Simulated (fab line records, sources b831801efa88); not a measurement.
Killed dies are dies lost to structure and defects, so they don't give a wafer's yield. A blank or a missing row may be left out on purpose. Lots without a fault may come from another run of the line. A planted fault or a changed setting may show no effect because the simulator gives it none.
fab line records | flow sky130
record lots=24 wafers=72 last_day=50
route steps=708 shown METAL2@484 VIA2@527 METAL3@534 VIA3@589 METAL4@635
lots that met no fault: from a run of the same line without faults
start_h: hours from the record's first day to the start of the lot's first wafer shown | wait_h: hours since the lot's step before | " the same as in the row above | L1.1+2: a row that stands for several wafers | - no value, or no start given | * or withheld: withheld | < > ~ a bound
route shown NAME@n: a module of which the file shows steps, and the number in the route of the first | usual: mean/standard deviation of fault-free wafers | same: alike in all rows | chamber/n: place in a boat | sites: the reading at each site | _std_site: their standard deviation | _edge_site: outer sites' mean less inner sites' | radius_mm: how far each site lies from the wafer's centre | mask NAME#n: copy n | behind: the tool/chamber that last shaped the wafer | hold: why the lot was held/for how many hours/how that ended | device: the transistor (n, p or np) that didn't switch | end of line: the same wafers' tests at the end of the route | a step without rows: its recipe alone | killed: dies lost to structure and defects at the first sort, not the wafer's yield | map: a wafer's dies, x killed, . not, _ none there
set.NAME: the setting as run; set.NAME@STEP: as run at that earlier step | model.NAME: the simulator's own value behind a step, which no gauge read
steps of the route over a sample of lots; a table a step, a row a wafer
services: from which hour (start_h, from the record's first day; less than 0 if before it) a tool's chamber was out of use, for how many hours, and why
## steps
# step SKY_METAL2_SPUTTER_01
# recipe material=TiN target_thk_nm=20 power_w=6500 time_s=16.7 chamber_pressure_pa=0.4
# usual cathode_dc_power_W=6499.9/1.3 throttle_valve_pct=30.9/0.88
# columns lot.wafer tool chamber start_h wait_h cathode_dc_power_W throttle_valve_pct
L074.2 pvd_sputter-04 - 786.50 0.0 6500.8 31.2
L074.3 " - " " 6498.8 31.7
L074.4 " - " " 6499.6 30.5
L075.2 pvd_sputter-03 - 791.85 0.0 6502.5 29.9
L075.4 " - " " 6501.0 31.7
L075.5 " - " " 6500.6 29.1
L076.3 pvd_sputter-03 - 802.11 0.0 6500.7 29.3
L076.4 " - " " 6498.8 29.8
L076.6 " - " " 6497.5 29.1
L077.2 pvd_sputter-03 - 809.58 0.0 6499.1 31.9
L077.3 " - " " 6496.4 29.8
L077.4 " - " " 6498.9 31.2
L078.2 pvd_sputter-04 - 822.60 0.0 6499.5 30.7
L078.4 " - " " 6499.0 30.9
L078.6 " - " " 6499.7 31.7
L079.3 pvd_sputter-04 - 829.30 0.0 6500.4 30.9
L079.5 " - " " 6501.3 31.3
L079.6 " - " " 6500.1 30.7
L081.2 pvd_sputter-04 - 839.96 0.0 6501.3 31.5
L081.3 " - " " 6500.2 30.7
L081.5 " - " " 6501.0 31.7
L080.1 pvd_sputter-03 - 847.51 0.0 6499.4 30.9
L080.2 " - " " 6500.1 29.2
L080.4 " - " " 6500.3 31.7
L082.1 pvd_sputter-03 - 852.71 0.0 6500.6 31.1
L082.5 " - " " 6500.0 30.9
L082.6 " - " " 6502.2 31.4
L083.1 pvd_sputter-04 - 872.81 0.0 6497.3 31.4
L083.3 " - " " 6501.6 31.6
L083.4 " - " " 6499.8 30.4
L084.1 pvd_sputter-03 - 891.90 0.0 6499.3 29.2
L084.2 " - " " 6500.0 29.7
L084.6 " - " " 6500.2 30.9
L085.1 pvd_sputter-04 - 893.58 0.0 6499.7 30.6
L085.3 " - " " 6500.1 31.0
L085.4 " - " " 6499.0 31.5
L086.1 pvd_sputter-04 - 896.88 0.0 6501.3 30.9
L086.4 " - " " 6500.6 31.7
L086.6 " - " " 6499.0 31.9
L087.1 pvd_sputter-02 - 897.80 0.0 6500.8 31.0
L087.5 " - " " 6499.2 30.7
L087.6 " - " " 6500.0 31.1
L088.1 pvd_sputter-03 - 903.86 0.0 6499.2 30.1
L088.2 " - " " 6499.2 31.1
L088.4 " - " " 6498.8 31.7
L089.1 pvd_sputter-03 - 907.74 0.0 6498.2 31.5
L089.2 " - " " 6500.3 28.9
L089.6 " - " " 6499.5 30.9
L090.3 pvd_sputter-04 - 910.03 0.0 6501.8 31.6
L090.5 " - " " 6497.5 30.8
L090.6 " - " " 6499.3 32.0
L092.1 pvd_sputter-02 - 925.97 0.0 6500.3 30.9
L092.4 " - " " 6500.0 31.7
L092.5 " - " " 6501.0 31.1
L091.2 pvd_sputter-03 - 926.79 0.0 6499.4 29.2
L091.3 " - " " 6500.4 31.9
L091.5 " - " " 6501.1 31.1
L093.4 pvd_sputter-04 - 930.63 0.0 6501.2 31.9
L093.5 " - " " 6498.1 31.9
L093.6 " - " " 6501.7 30.8
L094.1 pvd_sputter-04 - 939.11 0.0 6499.1 31.3
L094.2 " - " " 6501.5 31.8
L094.5 " - " " 6497.3 30.8
L095.1 pvd_sputter-04 - 943.70 0.0 6500.8 30.5
L095.4 " - " " 6499.8 31.2
L095.6 " - " " 6499.9 30.8
L096.2 pvd_sputter-03 - 945.77 0.0 6497.8 30.9
L096.4 " - " " 6498.6 29.2
L096.5 " - " " 6502.0 29.7
L097.1 pvd_sputter-03 - 958.10 0.0 6500.1 30.9
L097.2 " - " " 6499.6 29.7
L097.3 " - " " 6497.8 28.9
# step SKY_VIA2_SPUTTER_20
# recipe material=TiN target_thk_nm=20 chamber_pressure_pa=5 power_w=4000 time_s=80
# usual cathode_dc_power_W=4000.1/0.71 throttle_valve_pct=30.8/0.81
# columns lot.wafer tool chamber start_h wait_h cathode_dc_power_W throttle_valve_pct
L074.2 pvd_sputter-04 - 842.21 0.0 3999.4 30.6
L074.3 " - " " 3999.8 31.2
L074.4 " - " " 3999.9 31.7
L075.2 pvd_sputter-03 - 846.37 0.0 3999.4 31.1
L075.4 " - " " 3998.6 31.8
L075.5 " - " " 3999.1 29.0
L076.3 pvd_sputter-03 - 856.98 0.0 3999.4 29.1
L076.4 " - " " 3999.8 31.7
L076.6 " - " " 4000.5 31.0
L077.2 pvd_sputter-03 - 864.00 0.0 4000.7 31.0
L077.3 " - " " 4000.6 31.7
L077.4 " - " " 4000.8 29.0
L078.2 pvd_sputter-04 - 876.28 0.0 3999.1 32.1
L078.4 " - " " 3999.4 31.3
L078.6 " - " " 3999.7 31.7
L079.3 pvd_sputter-04 - 883.21 0.0 4000.6 31.5
L079.5 " - " " 4000.3 30.9
L079.6 " - " " 4001.1 31.0
L081.2 pvd_sputter-01 - 894.34 0.0 4000.3 31.2
L081.3 " - " " 4000.4 30.4
L081.5 " - " " 4001.0 30.4
L080.1 pvd_sputter-04 - 902.11 0.0 4001.1 31.3
L080.2 " - " " 4000.6 31.5
L080.4 " - " " 3999.4 31.1
L082.1 pvd_sputter-03 - 906.81 0.0 3998.5 31.7
L082.5 " - " " 4000.2 28.8
L082.6 " - " " 4000.6 29.8
L083.1 pvd_sputter-04 - 927.09 0.0 4000.2 31.6
L083.3 " - " " 4000.4 31.1
L083.4 " - " " 3999.8 31.6
L084.1 pvd_sputter-04 - 944.86 0.0 4000.4 31.2
L084.2 " - " " 3999.7 31.8
L084.6 " - " " 4000.1 31.1
L085.1 pvd_sputter-01 - 945.98 0.0 3999.7 30.4
L085.3 " - " " 4001.4 30.5
L085.4 " - " " 4000.7 30.0
L086.1 pvd_sputter-04 - 949.05 0.0 4000.4 31.1
L086.4 " - " " 4000.5 31.8
L086.6 " - " " 3999.8 31.0
L087.1 pvd_sputter-01 - 950.03 0.0 3999.6 31.1
L087.5 " - " " 3999.6 29.9
L087.6 " - " " 3999.9 30.5
L088.1 pvd_sputter-04 - 955.64 0.0 4000.7 32.0
L088.2 " - " " 3999.8 31.5
L088.4 " - " " 4000.0 31.8
L089.1 pvd_sputter-01 - 959.27 0.0 3999.3 30.4
L089.2 " - " " 3999.9 30.5
L089.6 " - " " 4000.1 29.8
L090.3 pvd_sputter-04 - 961.39 0.0 4001.0 31.2
L090.5 " - " " 4000.1 32.2
L090.6 " - " " 3999.8 31.4
L092.1 pvd_sputter-01 - 977.13 0.0 3999.5 31.3
L092.4 " - " " 4000.1 30.0
L092.5 " - " " 3999.3 30.3
L091.2 pvd_sputter-04 - 977.66 0.0 4000.1 31.9
L091.3 " - " " 4000.2 31.8
L091.5 " - " " 3999.7 31.6
L093.4 pvd_sputter-03 - 982.16 0.0 4001.1 29.2
L093.5 " - " " 4000.3 29.6
L093.6 " - " " 4000.0 31.5
L094.1 pvd_sputter-03 - 990.38 0.0 3999.2 30.0
L094.2 " - " " 3999.1 29.4
L094.5 " - " " 3999.7 28.9
L095.1 pvd_sputter-03 - 993.26 0.0 3999.3 29.6
L095.4 " - " " 4000.1 30.9
L095.6 " - " " 4000.2 29.3
L096.2 pvd_sputter-01 - 996.41 0.0 3999.6 30.6
L096.4 " - " " 4000.1 31.1
L096.5 " - " " 4000.8 31.2
L097.1 pvd_sputter-04 - 1008.43 0.0 4000.7 31.1
L097.2 " - " " 4001.2 31.3
L097.3 " - " " 4000.0 31.9
# step SKY_METAL3_SPUTTER_02
# recipe material=AlCu target_thk_nm=735 power_w=10600 time_s=39.1 chamber_pressure_pa=0.4
# usual cathode_dc_power_W=10600/2 throttle_valve_pct=30.7/0.69
# columns lot.wafer tool chamber start_h wait_h cathode_dc_power_W throttle_valve_pct
L074.2 pvd_sputter-02 - 842.93 0.0 10605 31.2
L074.3 " - " " 10600 30.9
L074.4 " - " " 10597 30.9
L075.2 pvd_sputter-02 - 847.09 0.0 10602 30.8
L075.4 " - " " 10597 31.3
L075.5 " - " " 10599 30.8
L076.3 pvd_sputter-01 - 857.70 0.0 10601 30.2
L076.4 " - " " 10602 30.0
L076.6 " - " " 10600 30.5
L077.2 pvd_sputter-01 - 864.72 0.0 10598 29.8
L077.3 " - " " 10597 30.3
L077.4 " - " " 10603 31.3
L078.2 pvd_sputter-02 - 877.00 0.0 10602 31.2
L078.4 " - " " 10599 31.1
L078.6 " - " " 10598 30.6
L079.3 pvd_sputter-03 - 883.93 0.0 10601 31.0
L079.5 " - " " 10602 30.9
L079.6 " - " " 10600 29.5
L081.2 pvd_sputter-02 - 895.06 0.0 10600 31.1
L081.3 " - " " 10600 31.1
L081.5 " - " " 10599 31.3
L080.1 pvd_sputter-03 - 902.83 0.0 10599 29.6
L080.2 " - " " 10596 29.0
L080.4 " - " " 10602 30.9
L082.1 pvd_sputter-01 - 907.53 0.0 10603 29.9
L082.5 " - " " 10601 31.3
L082.6 " - " " 10598 30.5
L083.1 pvd_sputter-01 - 927.81 0.0 10602 30.3
L083.3 " - " " 10600 31.4
L083.4 " - " " 10600 30.3
L084.1 pvd_sputter-02 - 945.58 0.0 10598 31.0
L084.2 " - " " 10598 31.0
L084.6 " - " " 10602 31.2
L085.1 pvd_sputter-02 - 946.70 0.0 10600 31.1
L085.3 " - " " 10600 31.3
L085.4 " - " " 10599 30.9
L086.1 pvd_sputter-01 - 949.77 0.0 10600 30.2
L086.4 " - " " 10604 30.0
L086.6 " - " " 10602 30.3
L087.1 pvd_sputter-02 - 950.97 0.0 10598 30.9
L087.5 " - " " 10597 30.9
L087.6 " - " " 10600 30.7
L088.1 pvd_sputter-01 - 956.36 0.0 10599 29.7
L088.2 " - " " 10600 31.5
L088.4 " - " " 10598 30.4
L089.1 pvd_sputter-02 - 959.99 0.0 10598 31.1
L089.2 " - " " 10599 31.2
L089.6 " - " " 10600 30.8
L090.3 pvd_sputter-03 - 962.11 0.0 10598 28.9
L090.5 " - " " 10599 29.9
L090.6 " - " " 10599 31.6
L092.1 pvd_sputter-03 - 977.85 0.0 10597 31.5
L092.4 " - " " 10599 31.1
L092.5 " - " " 10598 30.7
L091.2 pvd_sputter-02 - 978.38 0.0 10597 31.0
L091.3 " - " " 10601 31.5
L091.5 " - " " 10597 30.7
L093.4 pvd_sputter-02 - 982.88 0.0 10602 31.0
L093.5 " - " " 10601 30.7
L093.6 " - " " 10601 31.6
L094.1 pvd_sputter-03 - 991.10 0.0 10601 30.9
L094.2 " - " " 10604 31.8
L094.5 " - " " 10599 29.9
L095.1 pvd_sputter-01 - 993.98 0.0 10603 30.0
L095.4 " - " " 10597 30.1
L095.6 " - " " 10599 31.0
L096.2 pvd_sputter-01 - 997.26 0.0 10601 31.2
L096.4 " - " " 10602 29.9
L096.5 " - " " 10600 30.3
L097.1 pvd_sputter-03 - 1009.15 0.0 10602 29.0
L097.2 " - " " 10601 29.9
L097.3 " - " " 10603 31.6
# step SKY_VIA3_STRIP_16
# recipe chemistry=O2/N2 power_w=1400 pressure_mtorr=1500 platen_temp_c=withheld o2_flow_sccm=3000 n2_flow_sccm=300 overash_fraction=0.5
# usual drypump_motor_current_A=5.7/0.32 o2_flow_sccm=3000/9 oes_product_au=0.401/0.0048 strip_time_to_endpoint_s=4.11/0.034
# columns lot.wafer tool chamber start_h wait_h drypump_motor_current_A o2_flow_sccm oes_product_au rf_hours_counter_h strip_time_to_endpoint_s
L074.2 plasma_asher-04 0 922.09 0.0 6.2 3000 0.399 17 4.12
L074.3 " 1 " " 5.8 2998 0.400 - 4.09
L074.4 " 0 " " 6.2 2991 0.400 - 4.09
L075.2 plasma_asher-03 1 926.98 0.0 5.1 2997 0.397 47 4.05
L075.4 " 1 " " 5.2 3010 0.397 - 4.13
L075.5 " 0 " " 5.6 2998 0.397 - 4.05
L076.3 plasma_asher-03 1 936.11 0.1 5.1 2995 0.402 - 4.10
L076.4 " 0 " " 5.6 3011 0.403 - 4.14
L076.6 " 0 " " 5.6 3019 0.398 - 4.13
L077.2 plasma_asher-03 1 942.48 0.0 5.1 3013 0.392 49 4.04
L077.3 " 0 " " 5.6 3006 0.402 - 4.08
L077.4 " 1 " " 5.1 3005 0.408 - 4.10
L078.2 plasma_asher-04 0 954.26 0.0 6.2 2981 0.409 21 4.15
L078.4 " 1 " " 5.8 3007 0.406 - 4.15
L078.6 " 0 " " 6.2 3006 0.408 - 4.17
L079.3 plasma_asher-03 1 960.87 0.1 5.2 2995 0.391 - 4.12
L079.5 " 0 " " 5.6 3002 0.405 - 4.12
L079.6 " 1 " " 5.2 2990 0.403 - 4.13
L081.2 plasma_asher-03 1 971.69 0.0 5.1 3000 0.397 52 4.13
L081.3 " 1 " " 5.1 3006 0.398 - 4.09
L081.5 " 0 " " 5.6 2986 0.401 - 4.12
L080.1 plasma_asher-03 0 979.31 0.0 5.6 2999 0.399 53 4.11
L080.2 " 1 " " 5.1 3004 0.401 53 4.09
L080.4 " 0 " " 5.6 3003 0.403 - 4.12
L082.1 plasma_asher-03 0 984.34 0.0 5.7 2998 0.392 53 4.10
L082.5 " 1 " " 5.1 3005 0.394 - 4.06
L082.6 " 0 " " 5.7 2998 0.389 - 4.07
L083.1 plasma_asher-02 0 1001.78 0.0 5.7 2995 0.404 123 4.10
L083.3 " 0 " " 5.7 3010 0.394 - 4.10
L083.4 " 1 " " 5.5 2989 0.399 - 4.08
L084.1 plasma_asher-04 1 1018.83 0.0 5.8 3002 0.405 27 4.08
L084.2 " 0 " " 6.2 3002 0.394 27 4.09
L084.6 " 1 " " 5.8 3010 0.396 - 4.07
L085.1 plasma_asher-02 0 1020.67 0.0 5.7 3008 0.391 124 4.07
L085.3 " 0 " " 5.7 3001 0.397 - 4.07
L085.4 " 1 " " 5.5 3001 0.399 - 4.07
L086.1 plasma_asher-04 1 1023.03 0.0 5.8 2990 0.402 28 4.07
L086.4 " 1 " " 5.8 2994 0.409 - 4.15
L086.6 " 1 " " 5.8 2997 0.399 - 4.15
L087.1 plasma_asher-03 1 1024.31 0.0 5.1 2988 0.403 58 4.11
L087.5 " 1 " " 5.1 2990 0.399 - 4.10
L087.6 " 0 " " 5.6 2996 0.407 - 4.16
L088.1 plasma_asher-04 0 1030.14 0.0 6.2 3000 0.401 29 4.12
L088.2 " 1 " " 5.8 3010 0.407 29 4.15
L088.4 " 1 " " 5.8 2993 0.400 - 4.09
L089.1 plasma_asher-04 1 1033.09 0.0 5.8 2987 0.398 29 4.09
L089.2 " 0 " " 6.2 3004 0.409 29 4.12
L089.6 " 0 " " 6.2 3006 0.395 - 4.13
L090.3 plasma_asher-04 0 1034.46 0.1 6.2 2991 0.401 - 4.07
L090.5 " 1 " " 5.8 2995 0.399 - 4.07
L090.6 " 0 " " 6.2 2992 0.402 - 4.08
L092.1 plasma_asher-02 0 1048.68 0.0 5.7 3005 0.401 127 4.11
L092.4 " 1 " " 5.5 2992 0.392 - 4.10
L092.5 " 1 " " 5.5 3007 0.400 - 4.08
L091.2 plasma_asher-02 0 1049.57 0.0 5.7 2987 0.398 128 4.07
L091.3 " 1 " " 5.5 2995 0.397 - 4.05
L091.5 " 0 " " 5.7 2992 0.397 - 4.05
L093.4 plasma_asher-02 1 1053.62 0.0 5.5 3003 0.401 - 4.13
L093.5 " 0 " " 5.8 2998 0.404 - 4.17
L093.6 " 1 " " 5.5 2989 0.406 - 4.16
L094.1 plasma_asher-04 1 1059.49 0.0 5.8 3021 0.400 32 4.14
L094.2 " 0 " " 6.2 2996 0.405 32 4.19
L094.5 " 1 " " 5.8 3013 0.404 - 4.13
L095.1 plasma_asher-02 1 1064.27 0.0 5.5 3006 0.405 0 4.06
L095.4 " 0 " " 5.7 2985 0.397 - 4.06
L095.6 " 0 " " 5.7 3002 0.404 - 4.07
L096.2 plasma_asher-02 1 1068.22 0.0 5.4 3007 0.407 1 4.12
L096.4 " 1 " " 5.5 3006 0.405 - 4.12
L096.5 " 1 " " 5.4 3001 0.407 - 4.14
L097.1 plasma_asher-04 0 1076.43 0.0 6.2 3013 0.393 34 4.10
L097.2 " 1 " " 5.8 3000 0.405 34 4.13
L097.3 " 1 " " 5.8 3004 0.409 - 4.09
# step SKY_VIA3_CVD_21
# recipe material=W target_thk_nm=390 time_s=117.31 temp_c=400 pressure_torr=40
# usual heater_power_outer_w=540/41 heater_power_w=834/54 susceptor_temp_C=399.95/0.24
# columns lot.wafer tool chamber start_h wait_h heater_power_outer_w heater_power_w susceptor_temp_C
L074.2 cvd_w-02 1 922.74 0.0 613 907 400.09
L074.3 " 1 " " 597 912 400.18
L074.4 " 0 " " 477 740 399.71
L075.2 cvd_w-01 0 927.63 0.0 543 843 400.17
L075.4 " 1 " " 536 823 399.60
L075.5 " 0 " " 547 867 400.21
L076.3 cvd_w-01 0 937.13 0.1 549 846 399.79
L076.4 " 1 " " 528 846 399.88
L076.6 " 0 " " 549 832 399.95
L077.2 cvd_w-01 0 943.13 0.0 536 853 400.24
L077.3 " 0 " " 535 839 400.17
L077.4 " 1 " " 528 831 399.84
L078.2 cvd_w-02 1 954.92 0.0 607 882 399.95
L078.4 " 0 " " 486 745 399.67
L078.6 " 1 " " 604 905 399.93
L079.3 cvd_w-02 1 961.53 0.1 592 906 399.51
L079.5 " 1 " " 599 891 399.97
L079.6 " 0 " " 487 759 400.09
L081.2 cvd_w-01 0 972.34 0.0 559 851 400.46
L081.3 " 0 " " 542 845 400.29
L081.5 " 1 " " 527 826 400.47
L080.1 cvd_w-02 0 979.98 0.0 500 759 400.07
L080.2 " 1 " " 600 907 399.92
L080.4 " 1 " " 611 898 400.00
L082.1 cvd_w-02 0 985.02 0.0 477 743 400.35
L082.5 " 0 " " 480 742 400.49
L082.6 " 1 " " 593 928 399.70
L083.1 cvd_w-01 1 1002.43 0.0 526 834 399.74
L083.3 " 1 " " 533 830 399.92
L083.4 " 1 " " 532 822 399.69
L084.1 cvd_w-01 0 1019.50 0.0 553 853 400.09
L084.2 " 1 " " 517 846 399.76
L084.6 " 1 " " 531 821 399.92
L085.1 cvd_w-02 0 1021.38 0.0 490 765 399.50
L085.3 " 1 " " 602 908 399.91
L085.4 " 0 " " 482 741 399.43
L086.1 cvd_w-01 1 1023.68 0.0 541 837 400.03
L086.4 " 1 " " 527 824 400.26
L086.6 " 0 " " 553 869 400.28
L087.1 cvd_w-02 1 1025.00 0.0 597 905 399.71
L087.5 " 0 " " 488 752 400.34
L087.6 " 1 " " 607 923 399.91
L088.1 cvd_w-02 0 1030.80 0.0 475 760 399.93
L088.2 " 1 " " 604 902 399.80
L088.4 " 0 " " 495 772 399.64
L089.1 cvd_w-01 0 1033.75 0.0 540 857 399.94
L089.2 " 1 " " 528 828 400.27
L089.6 " 1 " " 532 838 399.85
L090.3 cvd_w-02 1 1035.12 0.1 609 891 399.85
L090.5 " 0 " " 483 762 400.23
L090.6 " 1 " " 608 900 399.46
L092.1 cvd_w-01 1 1049.33 0.0 532 841 400.04
L092.4 " 0 " " 548 851 400.00
L092.5 " 1 " " 526 839 400.17
L091.2 cvd_w-01 0 1050.22 0.0 553 869 400.18
L091.3 " 1 " " 529 850 399.82
L091.5 " 1 " " 530 822 399.88
L093.4 cvd_w-01 1 1054.63 0.1 517 837 399.51
L093.5 " 0 " " 546 842 399.73
L093.6 " 1 " " 527 816 399.61
L094.1 cvd_w-01 1 1060.14 0.0 534 829 399.89
L094.2 " 0 " " 545 860 399.95
L094.5 " 0 " " 557 860 399.96
L095.1 cvd_w-02 0 1064.92 0.0 496 740 400.20
L095.4 " 1 " " 594 875 400.02
L095.6 " 0 " " 493 760 400.04
L096.2 cvd_w-02 0 1068.91 0.0 487 741 400.27
L096.4 " 1 " " 609 911 400.23
L096.5 " 0 " " 487 744 399.93
L097.1 cvd_w-01 0 1077.09 0.0 546 857 400.03
L097.2 " 1 " " 517 844 399.80
L097.3 " 0 " " 537 848 399.70
# step SKY_METAL4_STRIP_19
# recipe chemistry=O2/N2 power_w=1400 pressure_mtorr=1500 platen_temp_c=withheld o2_flow_sccm=3000 n2_flow_sccm=300 overash_fraction=0.5
# usual drypump_motor_current_A=5.60/0.27 o2_flow_sccm=3000/8.4 oes_product_au=0.497/0.0067 strip_time_to_endpoint_s=6.40/0.11
# columns lot.wafer tool chamber start_h wait_h drypump_motor_current_A o2_flow_sccm oes_product_au rf_hours_counter_h strip_time_to_endpoint_s
L074.2 plasma_asher-02 1 972.85 0.1 5.46 2989 0.485 119 6.28
L074.3 " 0 " " 5.72 3003 0.492 - 6.30
L074.4 " 1 " " 5.47 3001 0.490 - 6.18
L075.2 plasma_asher-02 0 978.41 0.1 5.73 3000 0.485 120 6.19
L075.4 " 1 " " 5.48 3013 0.489 - 6.18
L075.5 " 1 " " 5.47 2989 0.497 - 6.30
L076.3 plasma_asher-03 1 986.44 0.1 5.14 2986 0.489 - 6.36
L076.4 " 0 " " 5.64 3006 0.493 - 6.29
L076.6 " 1 " " 5.14 2976 0.501 - 6.39
L077.2 plasma_asher-03 0 991.69 0.1 5.65 2994 0.485 54 6.23
L077.3 " 1 " " 5.14 2994 0.503 - 6.36
L077.4 " 0 " " 5.62 3000 0.489 - 6.26
L078.2 plasma_asher-02 0 1004.07 0.1 5.74 3009 0.494 123 6.36
L078.4 " 1 " " 5.47 2997 0.490 - 6.42
L078.6 " 0 " " 5.71 3015 0.498 - 6.31
L079.3 plasma_asher-01 1 1011.21 0.1 5.45 3001 0.492 - 6.40
L079.5 " 0 " " 6.00 2999 0.500 - 6.35
L079.6 " 1 " " 5.44 3002 0.495 - 6.35
L081.2 plasma_asher-01 1 1020.82 0.1 5.41 3016 0.499 86 6.44
L081.3 " 0 " " 6.01 2999 0.510 - 6.51
L081.5 " 1 " " 5.42 3002 0.491 - 6.48
L080.1 plasma_asher-01 0 1028.41 0.1 6.01 2987 0.494 87 6.34
L080.2 " 1 " " 5.44 2983 0.498 87 6.47
L080.4 " 1 " " 5.42 3000 0.496 - 6.28
L082.1 plasma_asher-02 1 1032.87 0.1 5.46 2992 0.506 126 6.42
L082.5 " 0 " " 5.73 3000 0.504 - 6.43
L082.6 " 1 " " 5.45 2990 0.484 - 6.23
L083.1 plasma_asher-02 0 1049.92 0.1 5.73 2998 0.491 128 6.30
L083.3 " 1 " " 5.48 2998 0.501 - 6.48
L083.4 " 0 " " 5.73 3008 0.490 - 6.30
L084.1 plasma_asher-02 1 1065.70 0.1 5.48 3008 0.491 0 6.41
L084.2 " 0 " " 5.71 2993 0.484 0 6.23
L084.6 " 0 " " 5.72 2989 0.483 - 6.28
L085.1 plasma_asher-01 1 1067.85 0.1 5.43 2998 0.505 91 6.52
L085.3 " 0 " " 6.04 2992 0.497 - 6.56
L085.4 " 1 " " 5.41 2996 0.500 - 6.54
L086.1 plasma_asher-01 0 1069.75 0.1 6.03 3007 0.501 91 6.45
L086.4 " 0 " " 6.03 3009 0.498 - 6.41
L086.6 " 0 " " 6.02 3006 0.512 - 6.46
L087.1 plasma_asher-01 1 1070.87 0.2 5.43 3000 0.492 92 6.48
L087.5 " 0 " " 6.00 3012 0.498 - 6.33
L087.6 " 1 " " 5.44 2992 0.494 - 6.39
L088.1 plasma_asher-03 0 1075.50 0.1 5.63 2978 0.504 61 6.51
L088.2 " 1 " " 5.16 3012 0.497 61 6.51
L088.4 " 0 " " 5.62 3005 0.507 - 6.59
L089.1 plasma_asher-02 1 1078.40 0.1 5.48 3005 0.501 2 6.48
L089.2 " 0 " " 5.73 2999 0.511 2 6.53
L089.6 " 0 " " 5.74 3001 0.504 - 6.50
L090.3 plasma_asher-01 1 1079.75 0.1 5.41 3010 0.498 - 6.33
L090.5 " 1 " " 5.40 3013 0.506 - 6.52
L090.6 " 0 " " 6.00 3007 0.487 - 6.27
L092.1 plasma_asher-01 1 1093.54 0.3 5.43 2996 0.491 94 6.29
L092.4 " 1 " " 5.42 3011 0.500 - 6.36
L092.5 " 0 " " 6.03 3004 0.494 - 6.36
L091.2 plasma_asher-02 0 1094.06 0.1 5.72 2990 0.494 4 6.31
L091.3 " 1 " " 5.46 3006 0.505 - 6.51
L091.5 " 0 " " 5.71 3011 0.503 - 6.53
L093.4 plasma_asher-02 1 1097.61 0.2 5.47 3006 0.494 - 6.36
L093.5 " 1 " " 5.45 3005 0.494 - 6.41
L093.6 " 0 " " 5.72 3002 0.500 - 6.45
L094.1 plasma_asher-01 1 1101.72 0.1 5.42 3000 0.491 95 6.24
L094.2 " 0 " " 6.02 2997 0.506 95 6.45
L094.5 " 1 " " 5.42 2989 0.493 - 6.32
L095.1 plasma_asher-03 1 1108.02 0.3 5.13 2997 0.497 64 6.50
L095.4 " 1 " " 5.12 2992 0.499 - 6.48
L095.6 " 1 " " 5.14 3009 0.495 - 6.47
L096.2 plasma_asher-01 1 1111.49 0.2 5.41 2985 0.494 95 6.51
L096.4 " 0 " " 5.99 3000 0.504 - 6.57
L096.5 " 0 " " 6.02 2997 0.504 - 6.56
L097.1 plasma_asher-03 0 1118.35 0.1 5.65 3008 0.491 65 6.37
L097.2 " 1 " " 5.15 2998 0.498 65 6.52
L097.3 " 1 " " 5.14 3002 0.502 - 6.49
## services
# columns tool chamber start_h hours kind
cvd_w-02 - 794.27 1.0 repair
pvd_sputter-03 - 803.80 0.9 repair
plasma_asher-02 - 805.75 3.1 repair
cvd_w-02 - 829.14 3.8 pm
cvd_w-02 - 884.72 1.4 repair
pvd_sputter-01 - 888.99 3.3 repair
plasma_asher-02 - 898.92 14.6 pm
pvd_sputter-01 - 899.16 1.0 repair
pvd_sputter-02 - 903.46 4.9 repair
cvd_w-02 - 904.00 14.0 pm
pvd_sputter-02 - 912.67 2.7 repair
cvd_w-01 - 930.97 2.8 pm
pvd_sputter-02 - 953.53 2.9 repair
plasma_asher-03 - 956.01 2.8 pm
cvd_w-02 0 967.19 3.0 repair
cvd_w-01 0 995.70 17.6 repair
pvd_sputter-03 - 996.24 3.9 repair
pvd_sputter-01 - 1016.29 9.8 repair
plasma_asher-03 - 1025.48 12.0 repair
pvd_sputter-02 - 1051.59 1.8 repair
plasma_asher-02 - 1055.25 9.0 pm
plasma_asher-03 - 1065.08 4.2 repair
plasma_asher-03 - 1065.79 6.9 repair
pvd_sputter-04 - 1073.62 3.0 repair
## key
fault none
